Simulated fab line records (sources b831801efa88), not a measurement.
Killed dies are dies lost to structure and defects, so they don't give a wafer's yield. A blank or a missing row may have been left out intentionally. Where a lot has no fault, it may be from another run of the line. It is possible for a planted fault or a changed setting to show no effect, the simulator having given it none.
fab line records + flow gf180mcu
record:
- lots: 12
- wafers: 36
- lastDay: 34
route steps=602 shown STI@5 HV_LDD@185 V1@337
lots untouched by any fault: they come from a run of this same line in which no faults occurred
startH: hours from the record's opening day to when the first of the lot's shown wafers began + waitH: hours elapsed since this lot's preceding step + " unchanged from the row above + L1.1+2: several wafers, shown together as one row + - no value, or no start was given + * or withheld: withheld + < > ~ a bound
route shown NAME@n: names a module that has steps shown in the file, with the first one's number in the route + usual: mean/standard deviation of fault-free wafers + same: alike in all rows + chamber/n: place in a boat + sites: readings site by site + _std_site: the standard deviation of these + _edge_site: outer sites' mean less inner sites' + radiusMm: how far each site lies from the wafer's centre + mask NAME#n: copy n + behind: tool/chamber where the wafer was last shaped + hold: what put the lot on hold/how long, in hours/how the hold closed + device: the transistor (n, p or np) that didn't switch + end of line: the route-end tests of the same wafers + a step without rows: its recipe alone + killed: count of dies lost to structure and defects at first sort (not the wafer's yield) + map: a wafer's dies, x killed, . not, _ none there
set.NAME: the setting the step ran with; set.NAME@STEP: the setting that earlier step ran with + model.NAME: the simulator's own value behind a step, which no gauge read
one table for each step of the route and one row for each wafer, over a sample of lots
services: from which hour (startH, from the record's first day; less than 0 if before it) a tool's chamber was out of use, for how many hours, and why
== steps ==
step: GF_STI_THK_MEAS_04
recipe:
- reads: Si3N4_of_STI_CVD_03
usual:
- STI_CVD_03_THK: 206.7/2
| lot.wafer | tool         | chamber | startH | waitH | STI_CVD_03_THK[nm] |
|-----------|--------------|---------|--------|-------|--------------------|
| L880.1    | filmMetro-03 | -       | 23.56  | 0.0   | 205.0              |
| L880.3    | "            | -       | "      | "     | 205.0              |
| L880.6    | "            | -       | "      | "     | 207.2              |
| L882.2    | filmMetro-04 | -       | 34.05  | 0.0   | 204.5              |
| L882.3    | "            | -       | "      | "     | 205.2              |
| L882.6    | "            | -       | "      | "     | 203.0              |
| L883.3    | filmMetro-04 | -       | 38.58  | 0.0   | 206.1              |
| L883.5    | "            | -       | "      | "     | 207.8              |
| L883.6    | "            | -       | "      | "     | 208.5              |
| L884.3    | filmMetro-03 | -       | 43.58  | 0.0   | 206.4              |
| L884.4    | "            | -       | "      | "     | 205.6              |
| L884.6    | "            | -       | "      | "     | 206.4              |
| L885.3    | filmMetro-03 | -       | 48.63  | 0.0   | 207.1              |
| L885.4    | "            | -       | "      | "     | 207.0              |
| L885.6    | "            | -       | "      | "     | 208.4              |
| L892.3    | filmMetro-02 | -       | 84.21  | 0.0   | 207.9              |
| L892.4    | "            | -       | "      | "     | 206.9              |
| L892.6    | "            | -       | "      | "     | 206.9              |
| L893.2    | filmMetro-04 | -       | 89.16  | 0.0   | 204.3              |
| L893.4    | "            | -       | "      | "     | 205.4              |
| L893.5    | "            | -       | "      | "     | 205.0              |
| L894.1    | filmMetro-02 | -       | 93.70  | 0.0   | 204.8              |
| L894.3    | "            | -       | "      | "     | 202.7              |
| L894.4    | "            | -       | "      | "     | 204.8              |
| L897.2    | filmMetro-04 | -       | 110.06 | 0.0   | 204.6              |
| L897.3    | "            | -       | "      | "     | 205.0              |
| L897.6    | "            | -       | "      | "     | 203.9              |
| L898.4    | filmMetro-03 | -       | 113.59 | 0.0   | 206.9              |
| L898.5    | "            | -       | "      | "     | 207.9              |
| L898.6    | "            | -       | "      | "     | 206.9              |
| L900.1    | filmMetro-02 | -       | 123.56 | 0.0   | 207.0              |
| L900.3    | "            | -       | "      | "     | 207.9              |
| L900.4    | "            | -       | "      | "     | 206.3              |
| L901.1    | filmMetro-03 | -       | 128.56 | 0.0   | 205.0              |
| L901.2    | "            | -       | "      | "     | 206.4              |
| L901.5    | "            | -       | "      | "     | 206.5              |
step: GF_HV_LDD_IMPLANT_09
recipe:
- species: As
- energyKev: 40
- doseCm2: 1e+14
- tiltDeg: 7
usual:
- doseIonsCm2: 1e+14/1.2e+11
- endStationPressureTorr: 5.48e-06/2.8e-07
- faradayCurrentUA: 565/11
- tiltDeg: 6.997/0.02
same:
- implantIonAmu: 75
| lot.wafer | tool         | chamber | startH | waitH | doseIonsCm2 | endStationPressureTorr | faradayCurrentUA | tiltDeg |
|-----------|--------------|---------|--------|-------|-------------|------------------------|------------------|---------|
| L880.1    | implanter-02 | 0       | 234.60 | 0.0   | 9.998e+13   | 5.56e-06               | 576              | 7.039   |
| L880.3    | "            | 0       | "      | "     | 9.984e+13   | 5.32e-06               | 561              | 7.023   |
| L880.6    | "            | 0       | "      | "     | 9.99e+13    | 5.39e-06               | 563              | 6.997   |
| L882.2    | implanter-04 | 0       | 248.94 | 0.0   | 3.851e+13   | 5.41e-06               | 225              | 7.030   |
| L882.3    | "            | 0       | "      | "     | 3.86e+13    | 5.19e-06               | 224              | 7.012   |
| L882.6    | "            | 0       | "      | "     | 3.861e+13   | 5.27e-06               | 214              | 7.008   |
| L883.3    | implanter-04 | 0       | 257.22 | 0.1   | 3.846e+13   | 5.25e-06               | 222              | 7.010   |
| L883.5    | "            | 0       | "      | "     | 3.854e+13   | 4.9e-06                | 214              | 7.006   |
| L883.6    | "            | 0       | "      | "     | 3.862e+13   | 5.3e-06                | 213              | 6.996   |
| L884.3    | implanter-04 | 0       | 260.74 | 0.1   | 3.866e+13   | 5.39e-06               | 222              | 6.966   |
| L884.4    | "            | 0       | "      | "     | 3.863e+13   | 4.76e-06               | 218              | 6.998   |
| L884.6    | "            | 0       | "      | "     | 3.874e+13   | 5.07e-06               | 221              | 6.985   |
| L885.3    | implanter-01 | 0       | 264.74 | 0.1   | 9.996e+13   | 5.05e-06               | 589              | 7.002   |
| L885.4    | "            | 0       | "      | "     | 1.0001e+14  | 5.41e-06               | 568              | 6.996   |
| L885.6    | "            | 0       | "      | "     | 1e+14       | 5.5e-06                | 554              | 6.984   |
| L892.3    | implanter-01 | 0       | 319.18 | 0.1   | 1.0006e+14  | 5.84e-06               | 562              | 7.036   |
| L892.4    | "            | 0       | "      | "     | 9.991e+13   | 5.11e-06               | 575              | 6.989   |
| L892.6    | "            | 0       | "      | "     | 1.0004e+14  | 5.89e-06               | 570              | 7.022   |
| L893.2    | implanter-04 | 0       | 325.05 | 0.0   | 9.972e+13   | 4.65e-06               | 556              | 6.993   |
| L893.4    | "            | 0       | "      | "     | 9.988e+13   | 5.51e-06               | 559              | 7.006   |
| L893.5    | "            | 0       | "      | "     | 9.988e+13   | 5.66e-06               | 564              | 7.015   |
| L894.1    | implanter-02 | 0       | 332.22 | 0.0   | 1.0001e+14  | 5.72e-06               | 562              | 6.978   |
| L894.3    | "            | 0       | "      | "     | 1.0008e+14  | 5.72e-06               | 584              | 7.003   |
| L894.4    | "            | 0       | "      | "     | 9.997e+13   | 5.21e-06               | 556              | 6.988   |
| L897.2    | implanter-01 | 0       | 359.49 | 0.0   | 1.0014e+14  | 5.56e-06               | 543              | 7.006   |
| L897.3    | "            | 0       | "      | "     | 1.0009e+14  | 5.73e-06               | 540              | 7.004   |
| L897.6    | "            | 0       | "      | "     | 1.0015e+14  | 5.73e-06               | 571              | 7.015   |
| L898.4    | implanter-04 | 0       | 363.41 | 0.4   | 9.994e+13   | 5.4e-06                | 564              | 6.975   |
| L898.5    | "            | 0       | "      | "     | 9.984e+13   | 5.91e-06               | 563              | 7.007   |
| L898.6    | "            | 0       | "      | "     | 9.992e+13   | 5.28e-06               | 553              | 6.996   |
| L900.1    | implanter-04 | 0       | 377.28 | 0.0   | 1.0027e+14  | 5.12e-06               | 561              | 7.003   |
| L900.3    | "            | 0       | "      | "     | 1.0016e+14  | 5.62e-06               | 566              | 7.007   |
| L900.4    | "            | 0       | "      | "     | 1.0016e+14  | 5.6e-06                | 572              | 7.033   |
| L901.1    | implanter-04 | 0       | 386.48 | 0.0   | 9.989e+13   | 5.86e-06               | 578              | 6.999   |
| L901.2    | "            | 0       | "      | "     | 9.998e+13   | 5.79e-06               | 566              | 6.971   |
| L901.5    | "            | 0       | "      | "     | 9.993e+13   | 5.37e-06               | 559              | 6.986   |
step: GF_HV_LDD_TW_MEAS_11
usual:
- HV_LDD_TW: 2383/22
| lot.wafer | tool         | chamber | startH | waitH | HV_LDD_TW |
|-----------|--------------|---------|--------|-------|-----------|
| L880.1    | filmMetro-03 | -       | 234.85 | 0.1   | 2359      |
| L880.3    | "            | -       | "      | "     | 2343      |
| L880.6    | "            | -       | "      | "     | 2352      |
| L882.2    | filmMetro-01 | -       | 249.22 | 0.1   | 1822      |
| L882.3    | "            | -       | "      | "     | 1807      |
| L882.6    | "            | -       | "      | "     | 1820      |
| L883.3    | filmMetro-04 | -       | 257.44 | 0.1   | 1817      |
| L883.5    | "            | -       | "      | "     | 1810      |
| L883.6    | "            | -       | "      | "     | 1823      |
| L884.3    | filmMetro-01 | -       | 260.96 | 0.1   | 1800      |
| L884.4    | "            | -       | "      | "     | 1809      |
| L884.6    | "            | -       | "      | "     | 1814      |
| L885.3    | filmMetro-03 | -       | 264.96 | 0.1   | 2359      |
| L885.4    | "            | -       | "      | "     | 2357      |
| L885.6    | "            | -       | "      | "     | 2359      |
| L892.3    | filmMetro-01 | -       | 319.40 | 0.1   | 2385      |
| L892.4    | "            | -       | "      | "     | 2394      |
| L892.6    | "            | -       | "      | "     | 2398      |
| L893.2    | filmMetro-04 | -       | 325.29 | 0.1   | 2412      |
| L893.4    | "            | -       | "      | "     | 2434      |
| L893.5    | "            | -       | "      | "     | 2413      |
| L894.1    | filmMetro-03 | -       | 332.47 | 0.1   | 2344      |
| L894.3    | "            | -       | "      | "     | 2349      |
| L894.4    | "            | -       | "      | "     | 2351      |
| L897.2    | filmMetro-04 | -       | 359.73 | 0.1   | 2399      |
| L897.3    | "            | -       | "      | "     | 2415      |
| L897.6    | "            | -       | "      | "     | 2398      |
| L898.4    | filmMetro-04 | -       | 363.61 | 0.1   | 2405      |
| L898.5    | "            | -       | "      | "     | 2428      |
| L898.6    | "            | -       | "      | "     | 2414      |
| L900.1    | filmMetro-01 | -       | 377.53 | 0.1   | 2396      |
| L900.3    | "            | -       | "      | "     | 2390      |
| L900.4    | "            | -       | "      | "     | 2390      |
| L901.1    | filmMetro-03 | -       | 386.73 | 0.1   | 2363      |
| L901.2    | "            | -       | "      | "     | 2349      |
| L901.5    | "            | -       | "      | "     | 2333      |
step: GF_HV_LDD_RS_MEAS_53
recipe:
- thkMeasGauge: four-point-probe
usual:
- HV_LDD_RS: 418.4/1.1
| lot.wafer | tool         | chamber | startH | waitH | HV_LDD_RS[ohm/sq] |
|-----------|--------------|---------|--------|-------|-------------------|
| L880.1    | filmMetro-03 | -       | 293.01 | 0.1   | 418.1             |
| L880.3    | "            | -       | "      | "     | 417.5             |
| L880.6    | "            | -       | "      | "     | 417.9             |
| L882.2    | filmMetro-01 | -       | 310.06 | 0.1   | 587.0             |
| L882.3    | "            | -       | "      | "     | 588.1             |
| L882.6    | "            | -       | "      | "     | 586.2             |
| L883.3    | filmMetro-01 | -       | 318.06 | 0.1   | 588.8             |
| L883.5    | "            | -       | "      | "     | 589.9             |
| L883.6    | "            | -       | "      | "     | 587.5             |
| L884.3    | filmMetro-04 | -       | 322.15 | 0.1   | 590.9             |
| L884.4    | "            | -       | "      | "     | 588.1             |
| L884.6    | "            | -       | "      | "     | 587.8             |
| L885.3    | filmMetro-04 | -       | 327.88 | 0.1   | 417.7             |
| L885.4    | "            | -       | "      | "     | 417.6             |
| L885.6    | "            | -       | "      | "     | 419.5             |
| L892.3    | filmMetro-03 | -       | 386.43 | 0.1   | 419.3             |
| L892.4    | "            | -       | "      | "     | 418.1             |
| L892.6    | "            | -       | "      | "     | 419.0             |
| L893.2    | filmMetro-03 | -       | 392.81 | 0.1   | 416.5             |
| L893.4    | "            | -       | "      | "     | 416.6             |
| L893.5    | "            | -       | "      | "     | 415.8             |
| L894.1    | filmMetro-03 | -       | 400.41 | 0.1   | 418.2             |
| L894.3    | "            | -       | "      | "     | 418.3             |
| L894.4    | "            | -       | "      | "     | 418.1             |
| L897.2    | filmMetro-03 | -       | 429.97 | 0.1   | 417.4             |
| L897.3    | "            | -       | "      | "     | 418.2             |
| L897.6    | "            | -       | "      | "     | 418.1             |
| L898.4    | filmMetro-04 | -       | 434.20 | 0.1   | 418.2             |
| L898.5    | "            | -       | "      | "     | 417.9             |
| L898.6    | "            | -       | "      | "     | 418.0             |
| L900.1    | filmMetro-01 | -       | 449.25 | 0.1   | 418.4             |
| L900.3    | "            | -       | "      | "     | 418.3             |
| L900.4    | "            | -       | "      | "     | 417.4             |
| L901.1    | filmMetro-01 | -       | 459.56 | 0.1   | 418.1             |
| L901.2    | "            | -       | "      | "     | 418.8             |
| L901.5    | "            | -       | "      | "     | 418.2             |
step: GF_V1_CVD_02
recipe:
- material: SiO2
- targetThkNm: 850
- precursor: TEOS
- tempC: 400
- timeS: 94.851
- rfW: 600
usual:
- heaterPowerW: 655/110
- susceptorTempC: 399.99/0.23
| lot.wafer | tool     | chamber | startH | waitH | heaterPowerW | susceptorTempC |
|-----------|----------|---------|--------|-------|--------------|----------------|
| L880.1    | pecvd-01 | 2       | 409.94 | 0.1   | 545          | 400.19         |
| L880.3    | "        | 1       | "      | "     | 599          | 399.83         |
| L880.6    | "        | 1       | "      | "     | 620          | 399.67         |
| L882.2    | pecvd-01 | 0       | 428.49 | 0.0   | 612          | 400.03         |
| L882.3    | "        | 1       | "      | "     | 589          | 399.87         |
| L882.6    | "        | 0       | "      | "     | 681          | 400.14         |
| L883.3    | pecvd-04 | 0       | 438.36 | 0.0   | 819          | 399.93         |
| L883.5    | "        | 1       | "      | "     | 779          | 400.09         |
| L883.6    | "        | 0       | "      | "     | 673          | 399.73         |
| L884.3    | pecvd-02 | 2       | 444.73 | 0.0   | 724          | 400.01         |
| L884.4    | "        | 2       | "      | "     | 739          | 400.30         |
| L884.6    | "        | 1       | "      | "     | 771          | 400.19         |
| L885.3    | pecvd-01 | 1       | 450.05 | 0.0   | 573          | 399.99         |
| L885.4    | "        | 1       | "      | "     | 610          | 400.32         |
| L885.6    | "        | 2       | "      | "     | 521          | 400.01         |
| L892.3    | pecvd-01 | 2       | 513.76 | 0.0   | 550          | 399.98         |
| L892.4    | "        | 0       | "      | "     | 724          | 400.07         |
| L892.6    | "        | 2       | "      | "     | 443          | 399.77         |
| L893.2    | pecvd-02 | 2       | 518.71 | 0.0   | 622          | 400.11         |
| L893.4    | "        | 1       | "      | "     | 747          | 400.06         |
| L893.5    | "        | 0       | "      | "     | 579          | 400.47         |
| L894.1    | pecvd-01 | 0       | 528.33 | 0.1   | 716          | 399.86         |
| L894.3    | "        | 1       | "      | "     | 605          | 400.11         |
| L894.4    | "        | 0       | "      | "     | 737          | 400.11         |
| L897.2    | pecvd-02 | 2       | 555.62 | 0.0   | 629          | 399.29         |
| L897.3    | "        | 0       | "      | "     | 646          | 400.09         |
| L897.6    | "        | 1       | "      | "     | 626          | 399.94         |
| L898.4    | pecvd-04 | 1       | 560.00 | 0.1   | 650          | 400.32         |
| L898.5    | "        | 2       | "      | "     | 553          | 400.16         |
| L898.6    | "        | 0       | "      | "     | 794          | 399.84         |
| L900.1    | pecvd-01 | 2       | 573.65 | 0.1   | 547          | 399.88         |
| L900.3    | "        | 1       | "      | "     | 550          | 400.27         |
| L900.4    | "        | 0       | "      | "     | 752          | 399.51         |
| L901.1    | pecvd-04 | 1       | 582.53 | 0.1   | 787          | 400.57         |
| L901.2    | "        | 2       | "      | "     | 575          | 399.87         |
| L901.5    | "        | 0       | "      | "     | 816          | 399.68         |
step: GF_V1_OVL_MEAS_15
usual:
- V1_OVL: -2/5.5
| lot.wafer | tool       | chamber | startH | waitH | V1_OVL[nm] |
|-----------|------------|---------|--------|-------|------------|
| L880.1    | overlay-01 | -       | 434.59 | 0.1   | -6         |
| L880.3    | "          | -       | "      | "     | -10        |
| L880.6    | "          | -       | "      | "     | -6         |
| L882.2    | overlay-02 | -       | 452.88 | 0.1   | 3          |
| L882.3    | "          | -       | "      | "     | 4          |
| L882.6    | "          | -       | "      | "     | 4          |
| L883.3    | overlay-01 | -       | 463.10 | 0.1   | -10        |
| L883.5    | "          | -       | "      | "     | -10        |
| L883.6    | "          | -       | "      | "     | -9         |
| L884.3    | overlay-02 | -       | 469.70 | 0.1   | -3         |
| L884.4    | "          | -       | "      | "     | -1         |
| L884.6    | "          | -       | "      | "     | 1          |
| L885.3    | overlay-02 | -       | 474.65 | 0.1   | -7         |
| L885.4    | "          | -       | "      | "     | -11        |
| L885.6    | "          | -       | "      | "     | -12        |
| L892.3    | overlay-01 | -       | 538.51 | 0.1   | -1         |
| L892.4    | "          | -       | "      | "     | 2          |
| L892.6    | "          | -       | "      | "     | 5          |
| L893.2    | overlay-02 | -       | 542.50 | 0.1   | -11        |
| L893.4    | "          | -       | "      | "     | -6         |
| L893.5    | "          | -       | "      | "     | -5         |
| L894.1    | overlay-01 | -       | 551.27 | 0.1   | -6         |
| L894.3    | "          | -       | "      | "     | -12        |
| L894.4    | "          | -       | "      | "     | 0          |
| L897.2    | overlay-02 | -       | 577.74 | 0.1   | 1          |
| L897.3    | "          | -       | "      | "     | 2          |
| L897.6    | "          | -       | "      | "     | 4          |
| L898.4    | overlay-01 | -       | 582.16 | 0.1   | -4         |
| L898.5    | "          | -       | "      | "     | -10        |
| L898.6    | "          | -       | "      | "     | -13        |
| L900.1    | overlay-02 | -       | 595.59 | 0.1   | 10         |
| L900.3    | "          | -       | "      | "     | 15         |
| L900.4    | "          | -       | "      | "     | 4          |
| L901.1    | overlay-02 | -       | 604.39 | 0.1   | 2          |
| L901.2    | "          | -       | "      | "     | 2          |
| L901.5    | "          | -       | "      | "     | 2          |
== services ==
| tool         | chamber | startH | hours | kind   |
|--------------|---------|--------|-------|--------|
| pecvd-02     | 2       | 217.20 | 8.4   | repair |
| implanter-01 | -       | 223.26 | 8.5   | pm     |
| pecvd-04     | 0       | 241.74 | 29.1  | repair |
| implanter-01 | -       | 255.09 | 3.0   | repair |
| pecvd-02     | 0       | 267.54 | 2.9   | repair |
| pecvd-04     | -       | 270.63 | 0.8   | repair |
| pecvd-02     | -       | 320.27 | 2.1   | repair |
| pecvd-01     | -       | 356.52 | 1.4   | repair |
| implanter-01 | -       | 362.86 | 5.2   | pm     |
| pecvd-04     | -       | 370.11 | 0.4   | repair |
| pecvd-02     | -       | 386.39 | 5.5   | pm     |
| pecvd-01     | 2       | 393.88 | 3.9   | repair |
| pecvd-01     | -       | 399.84 | 0.7   | repair |
| pecvd-04     | -       | 429.59 | 0.7   | repair |
| pecvd-01     | 2       | 454.10 | 6.6   | repair |
| pecvd-01     | 1       | 461.12 | 9.0   | repair |
| pecvd-02     | 2       | 470.33 | 4.5   | repair |
| implanter-01 | -       | 470.54 | 3.5   | repair |
| pecvd-02     | -       | 470.61 | 0.5   | repair |
| pecvd-01     | -       | 497.69 | 5.2   | repair |
| pecvd-01     | -       | 498.48 | 1.8   | repair |
| implanter-01 | -       | 499.37 | 3.2   | repair |
| pecvd-04     | -       | 519.64 | 5.5   | pm     |
| implanter-04 | -       | 529.15 | 3.1   | pm     |
== key ==
firstSign:
- step: GF_HV_LDD_IMPLANT_09
- reading: doseIonsCm2
- direction: down
- sigmas: 99+
- usual: 1e+14
- struck: 3.86e+13
effect:
- step: GF_HV_LDD_IMPLANT_09
- reading: faradayCurrentUA
- direction: down
- sigmas: 30
- usual: 565
- struck: 219
effect:
- step: GF_HV_LDD_TW_MEAS_11
- reading: HV_LDD_TW
- direction: down
- sigmas: 26
- usual: 2383
- struck: 1814
effect:
- step: GF_HV_LDD_RS_MEAS_53
- reading: HV_LDD_RS
- direction: up
- sigmas: 99+
- usual: 418.4
- struck: 588.3
metAt GF_HV_LDD_IMPLANT_09
struckLots L882,L883,L884
testerLeftOut L882,L883,L884
notActingAt GF_STI_THK_MEAS_04,GF_V1_CVD_02,GF_V1_OVL_MEAS_15
fault:
- kind: processParameterDrift
- tool: implanter-04
- chamber: -
- onsetH: 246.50
- steps: GF_HV_LDD_IMPLANT_09
- channel: doseCm2
- offset: -6.1413e+13
- shape: step
- endH: 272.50
- actsIn: theseRecipesOnly
- stated: 1e+14
testerLeftOut: of these lots the tester's yield and bins aren't shown, on N5 and GAA mostly nor the transistor test; their killed dies are dies lost to structure and defects alone, not to doping, threshold or leakage, so they don't give the yield
